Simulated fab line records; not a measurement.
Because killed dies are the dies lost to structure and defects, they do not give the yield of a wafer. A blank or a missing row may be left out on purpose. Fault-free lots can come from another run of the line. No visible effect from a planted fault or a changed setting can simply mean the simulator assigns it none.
A struck lot beside a sound one / flow sky130 / 43 out of 708 route steps
Sound: the wafers L409.4, L409.5, L409.6. Struck: wafers L418.3, L418.6. (L418.1 of the same lot was not struck and is left out.) The cause comes at the end.
Per side, at each step with rows, come the tool, then ch with its chambers, and then its first start. Under that, the readings that differ: sound wafers / struck wafers / difference of the means / sigmas: that difference in standard deviations of wafers without a fault.
alike: readings whose means differ by less than 2 such deviations, and words and numbers that are the same on both sides. not compared: withheld readings, readings that some wafer has no value for, bounds like >300 that may hide the same value, and numbers for which the record gives no deviation and whose values overlap.
Wherever a step has rows on one side only, a row that says differs or no value, or a row with sigmas, the two part there. Non-overlapping numbers with no deviation appear without sigmas and do not part them. A reading that every wafer of one side lacks parts them only if that side has two wafers or more.

first, 2 steps without rows for these wafers: SKY_VIA2_SPUTTER_20 (material TiN, target thk 20 nm, time 80 s); SKY_VIA2_CVD_21 (deposits W, target thk 420 nm, time 126.4 s).
SKY_VIA2_RS_MEAS_22: the measuring method here is four-point-probe.
  sound: film_metro-03 at day 37 07:42; struck: film_metro-04 at day 40 03:25
  alike: VIA2_W_RS
SKY_VIA2_THK_MEAS_23: measures by xrf.
  sound: film_metro-03 at day 37 07:47; struck: film_metro-04 at day 40 03:32
  alike: VIA2_W_THK
then, 1 step without rows for these wafers: SKY_VIA2_CMP_24 (polishes, stops on SiO2, t overpolish 20 s, target thk 0 nm).
SKY_METAL3_SPUTTER_00: material Ti, target thk 15 nm, time 10 s.
  sound: pvd_sputter-01 at day 37 08:07; struck: pvd_sputter-01 at day 40 03:53
  alike: cathode_dc_power_W, throttle_valve_pct
SKY_METAL3_SPUTTER_01: material TiN, target thk 20 nm, time 16.7 s.
  sound: pvd_sputter-01 at day 37 08:08; struck: pvd_sputter-01 at day 40 03:55
  alike: cathode_dc_power_W, throttle_valve_pct
SKY_METAL3_SPUTTER_02: material AlCu, target thk 735 nm, time 39.1 s.
  sound: pvd_sputter-01 at day 37 08:10; struck: pvd_sputter-01 at day 40 03:56
  alike: cathode_dc_power_W, throttle_valve_pct
then, 1 step without rows for these wafers: SKY_METAL3_SPUTTER_03 (material Ti, target thk 5 nm, time 3.3 s).
SKY_METAL3_SPUTTER_04: material TiN, target thk 70 nm, time 58.3 s.
  sound: pvd_sputter-01 at day 37 08:13; struck: pvd_sputter-01 at day 40 04:00
  alike: cathode_dc_power_W, throttle_valve_pct
then, 1 step without rows for these wafers: SKY_CAPM_CVD_00 (deposits SiO2, target thk 15.5 nm).
SKY_CAPM_THK_MEAS_01:
  sound: film_metro-03 at day 37 08:19; struck: film_metro-02 at day 40 04:04
  alike: CAPM_CVD_00_THK
SKY_CAPM_SPUTTER_02: material TiN, target thk 200 nm, time 169.3 s.
  sound: pvd_sputter-03 at day 37 08:21; struck: pvd_sputter-03 at day 40 04:08
reading=cathode_dc_power_W (W); sound=6499.9 6499.0 6497.7; struck=5505.4 5506.0; difference=-993.2; sigmas=-99 or more
reading=model.TiN_of_CAPM_SPUTTER_02.thk_nm (nm); sound=207 203.9 205.1; struck=168.6 168.7; difference=-36.7; sigmas=
  alike: throttle_valve_pct
SKY_CAPM_RS_MEAS_03: the measuring method here is four-point-probe.
  sound: film_metro-02 at day 37 08:31; struck: film_metro-02 at day 40 04:31
reading=CAPM_TIN_RS (ohm/sq); sound=6.67 6.76 6.72; struck=8.22 8.20; difference=+1.49; sigmas=+19
  not compared: hold
SKY_CAPM_THK_MEAS_04: measures by xrf.
  sound: film_metro-02 at day 37 08:37; struck: film_metro-02 at day 40 10:14
reading=CAPM_TIN_THK (nm); sound=208.2 204.2 205.9; struck=168.2 168.5; difference=-37.8; sigmas=-13
  not compared: hold
then, 6 steps without rows for these wafers: SKY_CAPM_HMDS_06 (prime time 60 s); SKY_CAPM_COAT_07 (resist thk 1140 nm); SKY_CAPM_SOFTBAKE_08 (time 60 s); SKY_CAPM_EXPOSE_09 (exposes mask CAPM, target cd 1000 nm); SKY_CAPM_PEB_10; SKY_CAPM_DEVELOP_11 (develop time 60 s).
SKY_CAPM_OVL_MEAS_12:
  sound: overlay-01 at day 38 09:14; struck: overlay-01 at day 41 04:37
  alike: CAPM_OVL
SKY_CAPM_METAL_ETCH_13: etches TiN in Cl2/BCl3, stops on SiO2, target depth 220 nm, time 62.9 s.
  sound on rie_metal-04 ch 0,1, day 38 09:17; struck on rie_metal-04 ch 1, day 41 04:39
reading=oes_product_au (a.u.); sound=0.967 0.963 0.949; struck=0.853 0.848; difference=-0.109; sigmas=-14
reading=throttle_valve_pct (%); sound=21.889 21.909 21.900; struck=21.936 21.952; difference=+0.045; sigmas=+4
  alike: drypump_motor_current_A
  not compared: rf_hours_counter_h
then, 12 steps without rows for these wafers: SKY_CAPM_STRIP_14 (strips in O2/N2); SKY_CAPM_STRIP_15 (strips in post etch residue remover, time 1200 s); SKY_CAPM_CLEAN_16 (cleans in IPA, time 180 s); SKY_CAPM_CLEAN_17 (cleans in O3/DIW); SKY_METAL3_DEHYDRATE_05 (time 60 s); SKY_METAL3_HMDS_06 (prime time 60 s); SKY_METAL3_COAT_07 (resist thk 60 nm); SKY_METAL3_COAT_08 (resist thk 1140 nm); SKY_METAL3_SOFTBAKE_09 (time 90 s); SKY_METAL3_EXPOSE_10 (exposes mask MM3, target cd 300 nm); SKY_METAL3_PEB_11; SKY_METAL3_DEVELOP_12 (develop time 60 s).
SKY_METAL3_CD_MEAS_13: the cd target is 300 nm.
  sound: cd_sem-02 at day 39 09:46; struck: cd_sem-01 at day 42 05:46
  alike: cd_nm
SKY_METAL3_OVL_MEAS_14:
  sound: overlay-01 at day 39 09:51; struck: overlay-01 at day 42 05:53
  alike: METAL3_OVL
then, 1 step without rows for these wafers: SKY_METAL3_DESCUM_15 (chemistry O2, time 8 s).
SKY_METAL3_ETCH_16: etches BARC in N2/H2, stops on SiO2, time 88.2 s, target depth 60 nm.
  sound on rie_metal-01 ch 0,1, day 39 09:56; struck on rie_metal-02 ch 0, day 42 05:57
  alike: drypump_motor_current_A, oes_product_au, throttle_valve_pct
  not compared: rf_hours_counter_h
then, 2 steps without rows for these wafers: SKY_METAL3_ETCH_17 (etches SiO2 in C4F8/O2/Ar, stops on TiN, time 3.9 s, target depth 15 nm); SKY_METAL3_METAL_ETCH_18 (etches the open film in Cl2/BCl3, stops on SiO2, target depth 845 nm, time 183.1 s).
SKY_METAL3_STRIP_20: strips in post etch residue remover, time 1200 s.
  sound on wet_bench-02 ch 3, day 39 10:17; struck on wet_bench-01 ch 3, day 42 06:20
reading=model.TiN_of_CAPM_SPUTTER_02.thk_nm (nm); sound=206.2 203 204.2; struck=167.7 167.9; difference=-36.7; sigmas=
-- the record jumps here: 7 days lie between the struck wafers' starts before and after (it left off in module METAL3 and takes up again in module PAD_OPEN, whose first step shown is number 708 of the route) --
SKY_PAD_OPEN_PROBE_99:
  sound: prober-01 at day 46 15:17; struck: prober-01 at day 48 20:50
reading=model.etest.cap_mim.plate_ohm_sq; sound=5.702 5.904 5.827; struck=7.091 7.101; difference=+1.285; sigmas=
reading=model.etest.cap_mim.bv_v (V); sound=13.85 13.8 14.11; struck=12.94 13.24; difference=-0.83; sigmas=
reading=model.etest.cap_mim.leak_log10_a_cm2; sound=-8.937 -9.034 -8.979; struck=-8.513 -8.511; difference=+0.471; sigmas=
  alike: defect_limited_yield, killed_at_M0_to_M3, killed_at_M4_up, killed_at_contacts, killed_at_front_end, killed_at_other, killed_dies, killed_open, killed_short, sort_bin_3_pad_short, sort_bin_5_function, sort_bin_6_memory, sort_n_pass, sort_yield_pct

== WHERE THEY PART ==
First at SKY_CAPM_SPUTTER_02; last, within this record, at SKY_CAPM_METAL_ETCH_13. Later steps at which nothing parts them and some readings are alike: SKY_METAL3_CD_MEAS_13, SKY_METAL3_OVL_MEAS_14, SKY_METAL3_ETCH_16, SKY_PAD_OPEN_PROBE_99.

WHY: what the simulator had put in
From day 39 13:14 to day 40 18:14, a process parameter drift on pvd_sputter-03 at SKY_CAPM_SPUTTER_02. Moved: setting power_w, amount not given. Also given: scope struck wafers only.
